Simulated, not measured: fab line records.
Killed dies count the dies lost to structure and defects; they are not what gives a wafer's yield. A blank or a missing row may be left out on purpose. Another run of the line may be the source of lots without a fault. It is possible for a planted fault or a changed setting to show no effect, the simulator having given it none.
2 desks looking at one fault ; flow sky130 ; each desk holds nothing but its own numbers, with what lay behind them at the end

== FROM THE METROLOGY DESK ==
Lot by lot, what the gauges showed, no matter which tool ran the lot: averages of those sampled wafers that carry a number. A lot is out of limits, marked OUT, if its mean lies more than 4 standard deviations from the usual mean; the brackets give that distance.
Columns: A = VIA2_BOW at SKY_VIA2_BOW_MEAS_03, usual 86 um; B = CAPM_TIN_RS at SKY_CAPM_RS_MEAS_03, usual 6.92 ohm/sq
lot;first seen here;A;B
L915;day 35 02:41;89;6.90
L916;day 35 10:41;87;6.84
L917;day 35 22:40;82;6.87
L919;day 36 16:54;83;6.89
L923;day 37 17:40;91;6.94
L925;day 38 08:01;88;7.00
L931;day 40 03:33;84;6.98
L932;day 40 12:15;83;6.88
L933;day 40 15:47;83;6.90
L935;day 41 03:41;91;6.84
L937;day 41 11:55;84;6.97
L938;day 41 17:07;81;6.93
This desk's verdict: no lot among the 12 shows anything out of limits.

== THE TOOL OWNER'S DESK: litho_track-01 ==
At SKY_METAL3_SOFTBAKE_09 (time 90 s), the tool's own readings, given per lot that ran on this tool as the mean of the sampled wafers with a number. A lot is out of limits, marked OUT, if its mean lies more than 4 standard deviations from the usual mean; the brackets give that distance.
Columns: A = chill_plate_temp_C at SKY_METAL3_SOFTBAKE_09, usual 23.01 C; B = heater_power_total_W at SKY_METAL3_SOFTBAKE_09, usual 57.35 W; C = run_length_s at SKY_METAL3_SOFTBAKE_09, usual 118.99 s
lot;first seen here;A;B;C
L919;day 39 10:00;23.08;57.36;118.70
L923;day 40 10:00;23.14;57.76;116.80 (-8.4) OUT
L925;day 40 22:00;22.95;58.00 (+5.4) OUT;115.85 (-12) OUT
L938;day 44 05:00;23.02;57.46;118.63
Finding of this desk: L923, L925 out of limits; the first was L923 at day 40 10:00, on run_length_s at SKY_METAL3_SOFTBAKE_09. L919, L938 stayed within limits.

== PUT TOGETHER ==
The tool owner's desk could have raised an alarm at day 40 10:00, on L923, L925.
From the metrology desk's view, nothing was out of limits.
The metrology desk has L923, L925 on record, within its limits.
Every lot named ran SKY_METAL3_SOFTBAKE_09 on litho_track-01.

== WHAT WAS PUT IN BY THE SIMULATOR ==
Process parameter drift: litho_track-01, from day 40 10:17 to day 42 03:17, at SKY_METAL3_SOFTBAKE_09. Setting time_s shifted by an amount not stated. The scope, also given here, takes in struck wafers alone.
Shown lots that were struck: L923, L925.
